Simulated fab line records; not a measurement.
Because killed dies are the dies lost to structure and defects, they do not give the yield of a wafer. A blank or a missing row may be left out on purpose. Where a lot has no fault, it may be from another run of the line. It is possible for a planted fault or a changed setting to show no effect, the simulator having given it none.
fab line records | flow sky130
record: lots: 10 wafers: 30 last-day: 50
route steps=708 shown METAL1@452 VIA1@479 METAL2@492 PAD_OPEN@708
lots with no fault: from the same line, run without faults
start-h: hours from the record's first day to the start of the lot's first wafer shown | wait-h: hours since the lot's step before | " same as the row above | L1.1+2: a row that stands for several wafers | - no value, or no start given | * or withheld: withheld | < > ~ a bound
route shown NAME@n: NAME is a module with steps in the file, n the number in the route of the first one | usual: average and standard deviation across the fault-free wafers | same: alike in all rows | chamber/n: place in a boat | sites: readings site by site | _std_site: their standard deviation | _edge_site: inner sites' mean taken away from outer sites' mean | radius-mm: how far each site lies from the wafer's centre | mask NAME#n: copy n | behind: the most recent tool/chamber to have shaped the wafer | hold: why the lot was held/for how many hours/how that ended | device: which transistor (n, p or np) failed to switch | end of line: the tests these same wafers got at the end of their route | for a step that has no rows: nothing shown but its recipe | killed: the dies lost at the first sort to structure and to defects; this is not the yield of the wafer | map: dies across one wafer; x = killed, . = not, _ = none there
set.NAME: the run value of the setting; set.NAME@STEP: its run value at that earlier step | model.NAME: the simulator's own value behind a step, which no gauge read
route steps across a sampled set of lots; one table per step, one row per wafer
services: from which hour (start-h, from the record's first day; less than 0 if before it) a tool's chamber was out of use, for how many hours, and why
== steps ==
step: SKY_METAL1_ETCH_18
recipe: chemistry: N2/H2 target: BARC ion-energy-ev: 200 bias-w: 100 pressure-mtorr: 30 n2-flow-sccm: 100 h2-flow-sccm: 200 icp-w: 500 stop-on: SiO2 time-s: 45.9 target-depth-a: 600
usual: drypump-motor-current-A: 5.3/0.39 oes-product-au: 0.855/0.005 throttle-valve-pct: 13.224/0.0087
columns lot.wafer tool chamber start-h wait-h drypump-motor-current-A oes-product-au rf-hours-counter-h throttle-valve-pct
L407.1 rie-metal-04 1 775.76 0.0 4.7 0.856 4 13.222
L407.3 " 0 " " 4.9 0.854 - 13.233
L407.4 " 1 " " 4.7 0.853 - 13.222
L411.1 rie-metal-03 1 805.65 0.0 5.8 0.855 13 13.234
L411.2 " 0 " " 5.4 0.851 3 13.226
L411.4 " 0 " " 5.4 0.863 - 13.206
L410.3 rie-metal-03 0 808.12 0.0 5.4 0.860 - 13.213
L410.4 " 1 " " 5.7 0.854 - 13.215
L410.5 " 0 " " 5.4 0.862 - 13.233
L412.1 rie-metal-03 0 817.65 0.0 5.4 0.858 3 13.225
L412.3 " 0 " " 5.4 0.851 - 13.220
L412.4 " 1 " " 5.7 0.856 - 13.232
L413.1 rie-metal-02 0 822.99 0.1 5.3 0.858 15 13.229
L413.4 " 0 " " 5.3 0.860 - 13.224
L413.6 " 0 " " 5.3 0.855 - 13.217
L415.1 rie-metal-04 1 835.00 0.0 4.7 0.854 7 13.222
L415.3 " 0 " " 4.9 0.853 - 13.231
L415.5 " 1 " " 4.6 0.861 - 13.235
L418.1 rie-metal-04 0 862.20 0.0 5.0 0.849 9 13.221
L418.2 " 1 " " 4.7 0.853 8 13.217
L418.4 " 1 " " 4.7 0.852 - 13.223
L419.1 rie-metal-02 0 866.21 0.0 5.3 0.860 18 13.219
L419.3 " 0 " " 5.3 0.851 - 13.215
L419.6 " 0 " " 5.3 0.863 - 13.209
L422.1 rie-metal-03 1 888.00 0.0 5.7 0.852 1 13.231
L422.2 " 0 " " 5.4 0.850 6 13.224
L422.5 " 0 " " 5.4 0.857 - 13.232
L429.2 rie-metal-03 0 942.59 0.0 5.4 0.859 9 13.201
L429.3 " 1 " " 5.7 0.853 - 13.226
L429.4 " 0 " " 5.4 0.851 - 13.243
step: SKY_VIA1_CVD_21
recipe: material: W target-thk-nm: 270 time-s: 80.902 temp-c: 400 pressure-torr: 40
usual: heater-power-w: 841/79
columns lot.wafer tool chamber start-h wait-h heater-power-w
L407.1 cvd-w-01 1 804.56 0.0 763
L407.3 " 1 " " 769
L407.4 " 0 " " 759
L411.1 cvd-w-02 1 834.34 0.0 958
L411.2 " 1 " " 935
L411.4 " 1 " " 961
L410.3 cvd-w-02 1 837.10 0.1 942
L410.4 " 1 " " 961
L410.5 " 1 " " 935
L412.1 cvd-w-02 1 845.66 0.0 945
L412.3 " 1 " " 925
L412.4 " 0 " " 901
L413.1 cvd-w-02 1 851.02 0.0 935
L413.4 " 0 " " 921
L413.6 " 1 " " 952
L415.1 cvd-w-01 1 863.47 0.0 774
L415.3 " 1 " " 779
L415.5 " 0 " " 744
L418.1 cvd-w-01 0 890.20 0.0 730
L418.2 " 1 " " 793
L418.4 " 1 " " 803
L419.1 cvd-w-01 1 895.52 0.0 783
L419.3 " 0 " " 777
L419.6 " 1 " " 800
L422.1 cvd-w-01 0 916.22 0.5 767
L422.2 " 1 " " 764
L422.5 " 0 " " 766
L429.2 cvd-w-02 0 969.38 0.0 837
L429.3 " 1 " " 876
L429.4 " 0 " " 834
step: SKY_METAL2_COAT_09
recipe: resist: BARC temp-c: withheld time-s: withheld spin-rpm: 3000 resist-thk-nm: 60
usual: dispense-pressure-kPa: 51/5.4 exhaust-pa: 45.1/0.87 spin-speed-rpm: 3000.3/2
columns lot.wafer tool chamber start-h wait-h dispense-pressure-kPa exhaust-pa spin-speed-rpm
L407.1 litho-track-01 0 817.97 0.1 43 45.1 3003.3
L407.3 " 0 " " 43 43.1 3003.1
L407.4 " 0 " " 43 44.9 3000.3
L411.1 litho-track-04 0 847.57 0.1 51 46.5 3002.7
L411.2 " 0 " " 51 47.7 2999.6
L411.4 " 0 " " 51 45.3 3000.2
L410.3 litho-track-01 0 849.77 0.1 43 46.3 3001.4
L410.4 " 0 " " 43 45.4 2997.6
L410.5 " 0 " " 43 46.1 3000.5
L412.1 litho-track-01 0 859.87 0.1 43 44.4 3002.5
L412.3 " 0 " " 43 44.3 3001.4
L412.4 " 0 " " 43 44.0 3001.3
L413.1 litho-track-02 0 864.81 0.1 56 45.7 2999.4
L413.4 " 0 " " 56 44.4 2997.6
L413.6 " 0 " " 56 46.0 2998.9
L415.1 litho-track-02 0 876.41 0.1 56 44.7 2998.2
L415.3 " 0 " " 56 43.8 3002.6
L415.5 " 0 " " 56 44.7 3001.7
L418.1 litho-track-02 0 902.76 0.1 56 44.3 2072.2
L418.2 " 0 " " 56 44.1 2076.6
L418.4 " 0 " " 56 44.3 2073.2
L419.1 litho-track-02 0 908.21 0.1 56 45.5 2080.5
L419.3 " 0 " " 56 44.5 2079.1
L419.6 " 0 " " 56 44.8 2078.9
L422.1 litho-track-02 0 928.41 0.1 56 44.4 2078.4
L422.2 " 0 " " 56 45.7 2079.1
L422.5 " 0 " " 56 45.7 2077.9
L429.2 litho-track-01 0 981.30 0.1 43 44.5 2999.4
L429.3 " 0 " " 43 43.7 2998.7
L429.4 " 0 " " 43 44.9 2998.7
step: SKY_METAL2_ETCH_18
recipe: chemistry: N2/H2 target: BARC ion-energy-ev: 200 bias-w: 100 pressure-mtorr: 30 n2-flow-sccm: 100 h2-flow-sccm: 200 icp-w: 500 stop-on: SiO2 time-s: 45.9 target-depth-a: 600
usual: drypump-motor-current-A: 5.3/0.5 oes-product-au: 0.854/0.0052 throttle-valve-pct: 13.223/0.0099
columns lot.wafer tool chamber start-h wait-h drypump-motor-current-A oes-product-au rf-hours-counter-h throttle-valve-pct
L407.1 rie-metal-04 0 832.06 0.0 4.9 0.853 8 13.238
L407.3 " 1 " " 4.7 0.850 - 13.218
L407.4 " 0 " " 5.0 0.854 - 13.222
L411.1 rie-metal-01 0 861.50 0.0 5.9 0.864 17 13.217
L411.2 " 1 " " 5.0 0.850 10 13.231
L411.4 " 0 " " 6.0 0.860 - 13.233
L410.3 rie-metal-02 0 863.43 0.0 5.3 0.866 - 13.218
L410.4 " 1 " " 5.9 0.853 - 13.236
L410.5 " 0 " " 5.3 0.852 - 13.223
L412.1 rie-metal-02 1 873.14 0.1 5.9 0.857 4 13.231
L412.3 " 1 " " 5.9 0.850 - 13.218
L412.4 " 1 " " 5.9 0.857 - 13.213
L413.1 rie-metal-02 1 878.13 0.1 5.9 0.856 5 13.228
L413.4 " 1 " " 5.9 0.851 - 13.208
L413.6 " 1 " " 5.9 0.846 - 13.224
L415.1 rie-metal-04 0 890.61 0.0 4.9 0.842 10 13.235
L415.3 " 0 " " 4.9 0.853 - 13.206
L415.5 " 0 " " 4.9 0.846 - 13.224
L418.1 rie-metal-02 0 916.65 0.0 5.3 0.949 2 13.219
L418.2 " 1 " " 5.9 0.954 6 13.248
L418.4 " 1 " " 5.9 0.955 - 13.238
L419.1 rie-metal-04 0 921.75 0.0 5.0 0.953 11 13.237
L419.3 " 1 " " 4.7 0.957 - 13.220
L419.6 " 1 " " 4.7 0.956 - 13.230
L422.1 rie-metal-04 0 941.82 0.0 4.9 0.947 12 13.241
L422.2 " 1 " " 4.7 0.942 11 13.216
L422.5 " 0 " " 4.9 0.945 - 13.247
L429.2 rie-metal-02 1 994.41 0.1 5.9 0.851 - 13.227
L429.3 " 1 " " 5.9 0.855 - 13.227
L429.4 " 1 " " 5.9 0.854 - 13.224
step: SKY_METAL2_METAL_ETCH_19
recipe: target-depth-a: 3600 stop-on: SiO2 over-etch-frac: 0.3 time-s: 78 chemistry: Cl2/BCl3 resist-sidewall-deg: 88 pressure-mtorr: 10 icp-w: 900 bias-w: 48.5 Cl2_flow_sccm: 60 bcl3-flow-sccm: 30
usual: drypump-motor-current-A: 5.3/0.5 mfc-cl2-sccm: 60.02/0.21 oes-product-au: 0.854/0.0056 throttle-valve-pct: 22.265/0.0081
columns lot.wafer tool chamber start-h wait-h drypump-motor-current-A mfc-cl2-sccm oes-product-au rf-hours-counter-h throttle-valve-pct
L407.1 rie-metal-04 0 832.12 0.0 4.9 60.14 0.864 8 22.258
L407.3 " 1 " " 4.7 60.37 0.849 - 22.260
L407.4 " 0 " " 4.9 60.17 0.847 - 22.272
L411.1 rie-metal-01 0 861.56 0.0 5.9 60.01 0.848 17 22.269
L411.2 " 1 " " 5.0 59.82 0.850 10 22.252
L411.4 " 0 " " 5.9 59.98 0.857 - 22.280
L410.3 rie-metal-02 0 863.50 0.1 5.3 60.12 0.856 - 22.260
L410.4 " 1 " " 5.9 60.09 0.860 - 22.268
L410.5 " 0 " " 5.3 60.05 0.860 - 22.280
L412.1 rie-metal-02 1 873.27 0.1 5.9 60.05 0.860 4 22.258
L412.3 " 1 " " 5.9 60.33 0.855 - 22.269
L412.4 " 1 " " 5.9 60.25 0.853 - 22.268
L413.1 rie-metal-02 1 878.25 0.1 5.9 60.23 0.856 5 22.266
L413.4 " 1 " " 5.9 60.01 0.865 - 22.269
L413.6 " 1 " " 5.9 59.92 0.855 - 22.261
L415.1 rie-metal-04 0 890.67 0.0 4.9 59.79 0.842 10 22.272
L415.3 " 0 " " 4.9 59.86 0.843 - 22.264
L415.5 " 0 " " 4.9 60.07 0.859 - 22.266
L418.1 rie-metal-02 0 916.71 0.0 5.3 59.91 0.851 2 22.265
L418.2 " 1 " " 5.9 60.28 0.848 6 22.257
L418.4 " 1 " " 5.9 60.12 0.848 - 22.275
L419.1 rie-metal-04 0 921.81 0.0 5.0 59.81 0.855 11 22.263
L419.3 " 1 " " 4.7 60.27 0.848 - 22.255
L419.6 " 1 " " 4.7 60.14 0.855 - 22.271
L422.1 rie-metal-04 0 941.88 0.0 4.9 60.32 0.847 12 22.267
L422.2 " 1 " " 4.7 59.89 0.842 11 22.265
L422.5 " 0 " " 4.9 60.30 0.849 - 22.262
L429.2 rie-metal-02 1 994.55 0.1 5.9 60.05 0.848 - 22.258
L429.3 " 1 " " 5.9 60.03 0.852 - 22.281
L429.4 " 1 " " 5.9 60.12 0.852 - 22.260
step: SKY_METAL2_STRIP_20
recipe: chemistry: O2/N2 power-w: 1400 pressure-mtorr: 1500 platen-temp-c: withheld o2-flow-sccm: 3000 n2-flow-sccm: 300 overash-fraction: 0.5
usual: drypump-motor-current-A: 5.6/0.51 oes-product-au: 0.343/0.0049 strip-time-to-endpoint-s: 2.68/0.034
columns lot.wafer tool chamber start-h wait-h drypump-motor-current-A oes-product-au rf-hours-counter-h strip-time-to-endpoint-s
L407.1 plasma-asher-03 0 832.21 0.1 5.5 0.352 97 2.69
L407.3 " 1 " " 5.3 0.343 - 2.66
L407.4 " 0 " " 5.5 0.341 - 2.72
L411.1 plasma-asher-04 0 861.65 0.1 6.0 0.340 73 2.64
L411.2 " 1 " " 4.7 0.339 73 2.65
L411.4 " 1 " " 4.7 0.350 - 2.64
L410.3 plasma-asher-04 1 863.60 0.1 4.7 0.347 - 2.66
L410.4 " 0 " " 5.9 0.344 - 2.66
L410.5 " 0 " " 5.9 0.341 - 2.67
L412.1 plasma-asher-03 1 873.45 0.1 5.3 0.344 101 2.65
L412.3 " 0 " " 5.5 0.338 - 2.65
L412.4 " 1 " " 5.3 0.342 - 2.62
L413.1 plasma-asher-03 0 878.43 0.1 5.5 0.338 102 2.67
L413.4 " 0 " " 5.5 0.343 - 2.62
L413.6 " 1 " " 5.3 0.336 - 2.63
L415.1 plasma-asher-02 1 890.76 0.1 5.6 0.347 46 2.71
L415.3 " 1 " " 5.6 0.341 - 2.76
L415.5 " 0 " " 6.3 0.339 - 2.73
L418.1 plasma-asher-04 0 916.80 0.1 5.9 0.348 79 2.85
L418.2 " 1 " " 4.7 0.349 79 2.80
L418.4 " 1 " " 4.7 0.342 - 2.82
L419.1 plasma-asher-02 1 921.90 0.1 5.6 0.353 50 2.89
L419.3 " 1 " " 5.6 0.351 - 2.83
L419.6 " 0 " " 6.4 0.345 - 2.83
L422.1 plasma-asher-02 1 941.97 0.1 5.6 0.350 51 2.85
L422.2 " 0 " " 6.3 0.353 51 2.79
L422.5 " 1 " " 5.6 0.351 - 2.86
L429.2 plasma-asher-02 0 994.70 0.1 6.3 0.347 56 2.66
L429.3 " 0 " " 6.4 0.345 - 2.67
L429.4 " 1 " " 5.6 0.346 - 2.65
step: SKY_PAD_OPEN_PROBE_99
usual: defect-limited-yield: 83.0/2 killed_at_M0_to_M3: 43/7.1 killed_at_M4_up: 3.1/1.7 killed-at-contacts: 23/5.1 killed-at-front-end: 14/4.4 killed-at-other: 0.3/0.47 killed-dies: 84/9.9 killed-open: 45/6.6 killed-short: 38/6.8 sort_bin_3_pad_short: 0.8/0.4 sort_bin_5_function: 10.1/1.4 sort_bin_6_memory: 6.1/1.2 sort-n-pass: 408/9.9 sort-yield-pct: 83.0/2
same: gross-dies: 492 killed-at-back-side: 0 sort_bin_4_leakage[%]: 0 sort_bin_8_speed[%]: 0
columns lot.wafer tool chamber start-h wait-h defect-limited-yield[%] killed_at_M0_to_M3 killed_at_M4_up killed-at-contacts killed-at-front-end killed-at-other killed-dies killed-open killed-short sort_bin_3_pad_short[%] sort_bin_5_function[%] sort_bin_6_memory[%] sort-n-pass sort-yield-pct[%]
L407.1 prober-01 - 1085.34 0.1 82.1 49 4 24 11 0 88 52 36 1.0 10.2 6.7 404 82.1
L407.3 prober-01 - 1085.44 0.2 81.9 50 2 16 21 0 89 52 37 1.4 10.4 6.3 403 81.9
L407.4 prober-01 - 1085.49 0.2 85.2 30 4 25 13 1 73 45 28 1.4 7.7 5.7 419 85.2
L411.1 prober-01 - 1108.27 0.1 84.6 40 3 21 12 0 76 29 47 1.4 7.1 6.9 416 84.6
L411.2 prober-01 - 1108.32 0.1 84.8 34 6 26 9 0 75 37 38 0.8 8.7 5.7 417 84.8
L411.4 prober-01 - 1108.42 0.2 81.9 48 4 29 8 0 89 43 46 1.2 8.3 8.5 403 81.9
L410.3 prober-01 - 1111.23 0.2 81.9 55 3 18 12 1 89 49 40 0.4 9.8 7.9 403 81.9
L410.4 prober-01 - 1111.28 0.2 84.3 39 4 15 19 0 77 41 36 0.6 8.9 6.1 415 84.3
L410.5 prober-01 - 1111.33 0.2 80.1 43 3 34 18 0 98 53 45 1.2 11.2 7.5 394 80.1
L412.1 prober-02 - 1120.61 0.1 83.7 44 1 28 7 0 80 42 38 1.6 9.8 4.9 412 83.7
L412.3 prober-02 - 1120.71 0.2 80.3 42 4 24 27 0 97 53 44 0.4 10.4 8.9 395 80.3
L412.4 prober-02 - 1120.76 0.2 82.3 40 5 22 19 1 87 39 48 0.4 11.2 6.1 405 82.3
L413.1 prober-01 - 1122.28 0.1 86.0 42 2 11 14 0 69 43 26 0.8 8.7 4.5 423 86.0
L413.4 prober-01 - 1122.43 0.2 86.0 34 1 23 11 0 69 41 28 0 8.5 5.5 423 86.0
L413.6 prober-01 - 1122.53 0.2 84.1 38 3 23 14 0 78 38 40 0.4 9.3 6.1 414 84.1
L415.1 prober-02 - 1131.52 0.1 81.9 43 3 23 19 1 89 39 50 0.4 11.2 6.5 403 81.9
L415.3 prober-02 - 1131.62 0.2 84.1 32 4 29 13 0 78 49 29 0.2 10.4 5.3 414 84.1
L415.5 prober-02 - 1131.72 0.2 87.4 27 1 26 7 1 62 31 31 0.6 7.1 4.9 430 87.4
L418.1 prober-01 - 1149.67 0.1 82.1 52 2 24 9 1 88 51 37 0.8 10.2 6.9 404 82.1
L418.2 prober-01 - 1149.72 0.1 82.9 51 4 20 9 0 84 49 35 0.4 10.0 6.7 408 82.9
L418.4 prober-01 - 1149.82 0.2 82.5 53 5 22 5 1 86 36 50 0.4 10.2 6.9 406 82.5
L419.1 prober-02 - 1155.94 0.1 82.7 41 3 26 15 0 85 51 34 0.8 10.2 6.3 407 82.7
L419.3 prober-02 - 1156.04 0.2 82.5 38 1 28 18 1 86 41 45 0.6 9.1 7.7 406 82.5
L419.6 prober-02 - 1156.19 0.2 84.3 41 1 24 11 0 77 41 36 1.0 9.6 5.1 415 84.3
L422.1 prober-01 - 1167.91 0.1 81.3 48 3 21 20 0 92 43 49 0.8 10.4 7.5 400 81.3
L422.2 prober-01 - 1167.96 0.1 80.1 52 1 33 12 0 98 52 46 1.2 12.4 6.3 394 80.1
L422.5 prober-01 - 1168.11 0.2 80.9 52 8 20 13 1 94 50 44 0.2 10.8 8.1 398 80.9
L429.2 prober-02 - 1203.04 0.1 83.9 39 4 22 13 1 79 37 42 0.4 9.6 6.1 413 83.9
L429.3 prober-02 - 1203.09 0.2 83.3 43 3 29 7 0 82 40 42 1.8 10.6 4.3 410 83.3
L429.4 prober-02 - 1203.14 0.2 85.2 33 4 27 9 0 73 38 35 1.4 8.1 5.3 419 85.2
killed by level:class
L407.1 VIA1:geometric-particle:open=11 VIA2:geometric-particle:open=10 LI_CONTACT:geometric-particle:open=7 CONTACT:geometric-particle:open=7 VIA3:geometric-particle:open=6 METAL3:geometric-particle:short=5 FIELD_ISO:geometric-particle:short=4 METAL2:geometric-particle:short=4
L407.3 VIA1:geometric-particle:open=14 CONTACT:geometric-particle:open=7 POLY_GATE:geometric-particle:short=6 VIA3:geometric-particle:open=5 LI_CONTACT:geometric-particle:open=5 FIELD_ISO:geometric-particle:open=4 POLY_GATE:geometric-particle:open=4 VIA2:geometric-particle:short=4
L407.4 LI_CONTACT:geometric-particle:open=9 CONTACT:geometric-particle:open=8 VIA3:geometric-particle:open=8 VIA1:geometric-particle:open=6 FIELD_ISO:geometric-particle:open=4 METAL1:geometric-particle:short=4 METAL2:geometric-particle:short=4 VIA2:geometric-particle:open=4
L411.1 CONTACT:geometric-particle:open=7 METAL1:geometric-particle:short=7 CONTACT:geometric-particle:short=6 VIA1:geometric-particle:short=6 METAL2:geometric-particle:short=6 FIELD_ISO:geometric-particle:short=4 VIA1:geometric-particle:open=4 VIA2:geometric-particle:open=4
L411.2 VIA1:geometric-particle:open=10 CONTACT:geometric-particle:open=9 CONTACT:geometric-particle:short=9 LOCAL_INTERCONNECT:geometric-particle:short=5 VIA1:geometric-particle:short=5 METAL4:geometric-particle:short=5 VIA2:geometric-particle:open=5 METAL1:geometric-particle:short=4
L411.4 CONTACT:geometric-particle:open=13 VIA1:geometric-particle:short=9 METAL1:geometric-particle:short=8 LI_CONTACT:geometric-particle:open=7 VIA2:geometric-particle:open=7 VIA1:geometric-particle:open=6 METAL2:geometric-particle:short=5 METAL3:geometric-particle:short=5
L410.3 METAL2:geometric-particle:short=11 CONTACT:geometric-particle:open=10 VIA1:geometric-particle:short=10 VIA2:geometric-particle:open=9 FIELD_ISO:geometric-particle:open=7 VIA3:geometric-particle:open=6 VIA1:geometric-particle:open=5 VIA3:geometric-particle:short=4
L410.4 VIA1:geometric-particle:open=11 FIELD_ISO:geometric-particle:open=7 FIELD_ISO:geometric-particle:short=7 METAL1:geometric-particle:short=7 CONTACT:geometric-particle:open=5 LI_CONTACT:geometric-particle:open=5 METAL2:geometric-particle:short=5 VIA3:geometric-particle:open=4
L410.5 CONTACT:geometric-particle:open=12 VIA1:geometric-particle:open=11 LI_CONTACT:geometric-particle:open=9 FIELD_ISO:geometric-particle:open=7 VIA2:geometric-particle:open=7 FIELD_ISO:geometric-particle:short=6 LI_CONTACT:geometric-particle:short=5 LOCAL_INTERCONNECT:geometric-particle:short=5
L412.1 CONTACT:geometric-particle:open=11 METAL1:geometric-particle:short=7 VIA1:geometric-particle:open=7 METAL2:geometric-particle:short=7 LI_CONTACT:geometric-particle:open=6 VIA2:geometric-particle:open=6 CONTACT:geometric-particle:short=5 VIA1:geometric-particle:short=5
L412.3 VIA1:geometric-particle:open=10 FIELD_ISO:geometric-particle:open=9 FIELD_ISO:geometric-particle:short=8 CONTACT:geometric-particle:open=8 VIA3:geometric-particle:open=8 POLY_GATE:geometric-particle:short=7 VIA2:geometric-particle:open=6 LI_CONTACT:geometric-particle:open=5
L412.4 CONTACT:geometric-particle:open=10 METAL2:geometric-particle:short=8 FIELD_ISO:geometric-particle:short=7 VIA1:geometric-particle:open=6 LOCAL_INTERCONNECT:geometric-particle:short=5 METAL1:geometric-particle:short=4 VIA2:geometric-particle:short=4 VIA3:geometric-particle:open=4
L413.1 VIA1:geometric-particle:open=9 METAL1:geometric-particle:short=8 VIA3:geometric-particle:open=8 LI_CONTACT:geometric-particle:open=5 FIELD_ISO:geometric-particle:open=4 CONTACT:geometric-particle:open=4 VIA2:geometric-particle:open=4 METAL3:geometric-particle:short=4
L413.4 VIA1:geometric-particle:open=12 LI_CONTACT:geometric-particle:open=7 VIA1:geometric-particle:short=6 CONTACT:geometric-particle:open=5 VIA2:geometric-particle:open=5 LOCAL_INTERCONNECT:geometric-particle:short=4 VIA3:geometric-particle:open=4 FIELD_ISO:geometric-particle:open=3
L413.6 VIA1:geometric-particle:open=10 CONTACT:geometric-particle:open=8 FIELD_ISO:geometric-particle:short=5 CONTACT:geometric-particle:short=5 VIA3:geometric-particle:open=5 METAL1:geometric-particle:short=5 METAL3:geometric-particle:short=5 LOCAL_INTERCONNECT:geometric-particle:short=4
L415.1 VIA1:geometric-particle:open=12 FIELD_ISO:geometric-particle:short=8 CONTACT:geometric-particle:short=7 FIELD_ISO:geometric-particle:open=6 METAL1:geometric-particle:short=6 CONTACT:geometric-particle:open=5 VIA2:geometric-particle:open=5 LI_CONTACT:geometric-particle:open=4
L415.3 LI_CONTACT:geometric-particle:open=11 CONTACT:geometric-particle:open=10 VIA1:geometric-particle:open=10 METAL1:geometric-particle:short=5 FIELD_ISO:geometric-particle:open=4 VIA3:geometric-particle:open=4 POLY_GATE:geometric-particle:short=4 VIA2:geometric-particle:open=4
L415.5 CONTACT:geometric-particle:open=7 LI_CONTACT:geometric-particle:open=6 METAL2:geometric-particle:short=6 VIA2:geometric-particle:open=6 LI_CONTACT:geometric-particle:short=5 CONTACT:geometric-particle:short=4 METAL2:geometric-particle:open=3 FIELD_ISO:geometric-particle:short=3
L418.1 LI_CONTACT:geometric-particle:open=10 VIA1:geometric-particle:open=10 VIA3:geometric-particle:open=8 VIA2:geometric-particle:open=8 METAL2:geometric-particle:short=7 VIA2:geometric-particle:short=7 CONTACT:geometric-particle:open=6 POLY_GATE:geometric-particle:open=4
L418.2 VIA1:geometric-particle:open=12 VIA2:geometric-particle:open=8 CONTACT:geometric-particle:open=7 LI_CONTACT:geometric-particle:open=7 VIA1:geometric-particle:short=6 METAL2:geometric-particle:short=5 METAL1:geometric-particle:short=4 VIA3:geometric-particle:open=4
L418.4 METAL1:geometric-particle:short=12 VIA1:geometric-particle:open=10 METAL2:geometric-particle:short=6 CONTACT:geometric-particle:open=5 VIA1:geometric-particle:short=5 LI_CONTACT:geometric-particle:open=4 LI_CONTACT:geometric-particle:short=4 LOCAL_INTERCONNECT:geometric-particle:short=4
L419.1 VIA1:geometric-particle:open=13 CONTACT:geometric-particle:open=10 VIA3:geometric-particle:open=7 CONTACT:geometric-particle:short=5 VIA1:geometric-particle:short=5 VIA2:geometric-particle:open=5 POLY_GATE:geometric-particle:open=4 LI_CONTACT:geometric-particle:open=4
L419.3 CONTACT:geometric-particle:open=13 VIA1:geometric-particle:open=8 METAL2:geometric-particle:short=7 CONTACT:geometric-particle:short=6 METAL1:geometric-particle:short=6 POLY_GATE:geometric-particle:short=5 LOCAL_INTERCONNECT:geometric-particle:short=5 VIA3:geometric-particle:open=5
L419.6 VIA1:geometric-particle:open=8 CONTACT:geometric-particle:short=7 METAL1:geometric-particle:short=7 VIA1:geometric-particle:short=7 VIA2:geometric-particle:open=7 CONTACT:geometric-particle:open=6 LI_CONTACT:geometric-particle:open=5 VIA3:geometric-particle:open=5
L422.1 METAL1:geometric-particle:short=10 VIA1:geometric-particle:open=10 FIELD_ISO:geometric-particle:short=8 VIA2:geometric-particle:open=7 VIA1:geometric-particle:short=6 CONTACT:geometric-particle:short=5 CONTACT:geometric-particle:open=5 LOCAL_INTERCONNECT:geometric-particle:short=4
L422.2 CONTACT:geometric-particle:open=13 VIA1:geometric-particle:open=9 METAL1:geometric-particle:short=9 METAL2:geometric-particle:short=8 LI_CONTACT:geometric-particle:open=7 VIA3:geometric-particle:open=7 POLY_GATE:geometric-particle:open=6 LOCAL_INTERCONNECT:geometric-particle:short=5
L422.5 CONTACT:geometric-particle:open=11 VIA3:geometric-particle:open=11 METAL2:geometric-particle:short=7 METAL1:geometric-particle:short=6 VIA3:geometric-particle:short=6 VIA1:geometric-particle:open=5 FIELD_ISO:geometric-particle:open=4 POLY_GATE:geometric-particle:short=4
L429.2 VIA1:geometric-particle:open=10 CONTACT:geometric-particle:open=7 FIELD_ISO:geometric-particle:short=6 VIA3:geometric-particle:short=6 LI_CONTACT:geometric-particle:open=6 LOCAL_INTERCONNECT:geometric-particle:short=5 METAL1:geometric-particle:short=5 METAL2:geometric-particle:short=5
L429.3 VIA1:geometric-particle:open=10 METAL1:geometric-particle:short=9 LI_CONTACT:geometric-particle:open=8 CONTACT:geometric-particle:open=8 LI_CONTACT:geometric-particle:short=5 FIELD_ISO:geometric-particle:short=4 METAL2:geometric-particle:short=4 VIA2:geometric-particle:open=4
L429.4 LI_CONTACT:geometric-particle:open=9 CONTACT:geometric-particle:open=8 VIA1:geometric-particle:open=6 VIA1:geometric-particle:short=5 METAL3:geometric-particle:short=4 CONTACT:geometric-particle:short=4 VIA2:geometric-particle:open=4 METAL2:geometric-particle:short=4
== services ==
columns tool chamber start-h hours kind
plasma-asher-03 - 757.62 2.1 repair
plasma-asher-03 - 768.43 0.8 repair
rie-metal-03 - 777.08 0.6 repair
cvd-w-02 1 792.28 5.0 repair
rie-metal-02 0 808.44 5.5 repair
rie-metal-02 1 822.84 14.7 repair
plasma-asher-02 - 827.12 2.6 repair
cvd-w-02 0 834.12 5.1 repair
cvd-w-01 - 840.64 6.0 pm
rie-metal-04 - 845.63 0.4 repair
cvd-w-01 - 854.27 6.9 pm
rie-metal-04 - 883.74 0.8 repair
rie-metal-02 1 897.76 6.1 repair
cvd-w-02 - 904.00 14.0 pm
cvd-w-02 - 918.00 14.6 pm
plasma-asher-02 - 938.96 2.8 pm
cvd-w-01 1 950.40 5.5 repair
rie-metal-04 - 953.81 15.6 pm
rie-metal-03 1 971.88 3.1 repair
cvd-w-02 - 975.06 0.7 repair
rie-metal-02 0 976.26 21.6 repair
cvd-w-02 - 977.69 1.2 repair
plasma-asher-02 - 986.51 2.1 repair
rie-metal-04 - 991.72 2.8 pm
== key ==
first-sign: step: SKY_METAL2_COAT_09 reading: spin-speed-rpm direction: down sigmas: 99+ usual: 3000.3 struck: 2077.3
effect: step: SKY_METAL2_ETCH_18 reading: oes-product-au direction: up sigmas: 18 usual: 0.854 struck: 0.951
effect: step: SKY_METAL2_STRIP_20 reading: strip-time-to-endpoint-s direction: up sigmas: 4.6 usual: * struck: *
met-at SKY_METAL2_COAT_09
struck-lots L418,L419,L422
not-acting-at SKY_METAL1_ETCH_18,SKY_VIA1_CVD_21,SKY_METAL2_METAL_ETCH_19
onset-between 876.41 902.76
fault: kind: process-parameter-drift tool: litho-track-02 chamber: - onset-h: 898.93 steps: SKY_METAL2_COAT_09 channel: spin-rpm offset: -922.13 shape: step end-h: 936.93 acts-in: these-recipes-only stated: 3000
